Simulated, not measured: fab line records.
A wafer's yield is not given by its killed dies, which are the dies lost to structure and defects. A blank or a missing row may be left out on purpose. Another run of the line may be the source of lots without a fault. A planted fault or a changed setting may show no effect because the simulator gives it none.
2 desks looking at one fault || flow gf180mcu || every desk sees just its own numbers, and what lay behind them comes last

FOR THE TOOL OWNER'S DESK: cmp-01
The tool's own readings at GF_V1_CMP_04 (polishes SiO2): means of the sampled wafers that have a number, for each lot that ran on this tool. Any lot whose mean is over 4 standard deviations away from the usual mean is out of limits and marked OUT; that distance is given in the brackets.
Columns: A = motor-current-A at GF_V1_CMP_04, usual 12.8 A; B = time-to-endpoint-s at GF_V1_CMP_04, usual 80 s
{"lot": "L619", "first seen here": "day 17 13:35", "A": 12.6, "B": 81}
{"lot": "L620", "first seen here": "day 18 08:28", "A": 11.7, "B": 81}
{"lot": "L625", "first seen here": "day 20 08:37", "A": 13.9, "B": 83}
{"lot": "L626", "first seen here": "day 20 20:25", "A": 12.5, "B": 63}
{"lot": "L638", "first seen here": "day 24 16:09", "A": 12.6, "B": 74}
This desk's finding: nothing out of limits on any of the 5 lots.

AT THE METROLOGY DESK
What the gauges read for every lot (on any tool): the sampled wafers with a number, averaged. Any lot whose mean is over 4 standard deviations away from the usual mean is out of limits and marked OUT; that distance is given in the brackets.
Columns: A = M1_ALCU_RS at GF_M1_RS_MEAS_05, usual 0.0692 ohm/sq; B = V1_CVD_02_THK at GF_V1_THK_MEAS_03, usual 850 nm; C = V1_BOW at GF_V1_BOW_MEAS_05, usual 83 um; D = V1_OVL at GF_V1_OVL_MEAS_15, usual 2 nm
{"lot": "L617", "first seen here": "day 16 01:14", "A": 0.0701, "B": 855, "C": 81, "D": 5}
{"lot": "L618", "first seen here": "day 16 10:05", "A": 0.0703, "B": 842, "C": 87, "D": -3}
{"lot": "L619", "first seen here": "day 16 13:23", "A": 0.0698, "B": 842, "C": 80, "D": -0}
{"lot": "L620", "first seen here": "day 17 07:57", "A": 0.0692, "B": 847, "C": 83, "D": -3}
{"lot": "L621", "first seen here": "day 17 17:08", "A": 0.0697, "B": 865, "C": 93, "D": 7}
{"lot": "L624", "first seen here": "day 18 16:21", "A": 0.0687, "B": 846, "C": 84, "D": -3}
{"lot": "L625", "first seen here": "day 19 06:57", "A": 0.0692, "B": 849, "C": 79, "D": 1}
{"lot": "L626", "first seen here": "day 19 19:06", "A": 0.0687, "B": 851, "C": 93, "D": 1}
{"lot": "L629", "first seen here": "day 20 15:10", "A": 0.0684, "B": 846, "C": 76, "D": 3}
{"lot": "L638", "first seen here": "day 23 16:38", "A": 0.0695, "B": 846, "C": 81, "D": 4}
{"lot": "L639", "first seen here": "day 23 22:22", "A": 0.0692, "B": 849, "C": 76, "D": 2}
{"lot": "L640", "first seen here": "day 24 07:58", "A": 0.0700, "B": 853, "C": 84, "D": 9}
This desk's finding: nothing out of limits on any of the 12 lots.

PUT TOGETHER
Nothing out of limits was seen by the tool owner's desk.
Metrology desk: nothing out of limits seen.

WHAT WAS PUT IN BY THE SIMULATOR
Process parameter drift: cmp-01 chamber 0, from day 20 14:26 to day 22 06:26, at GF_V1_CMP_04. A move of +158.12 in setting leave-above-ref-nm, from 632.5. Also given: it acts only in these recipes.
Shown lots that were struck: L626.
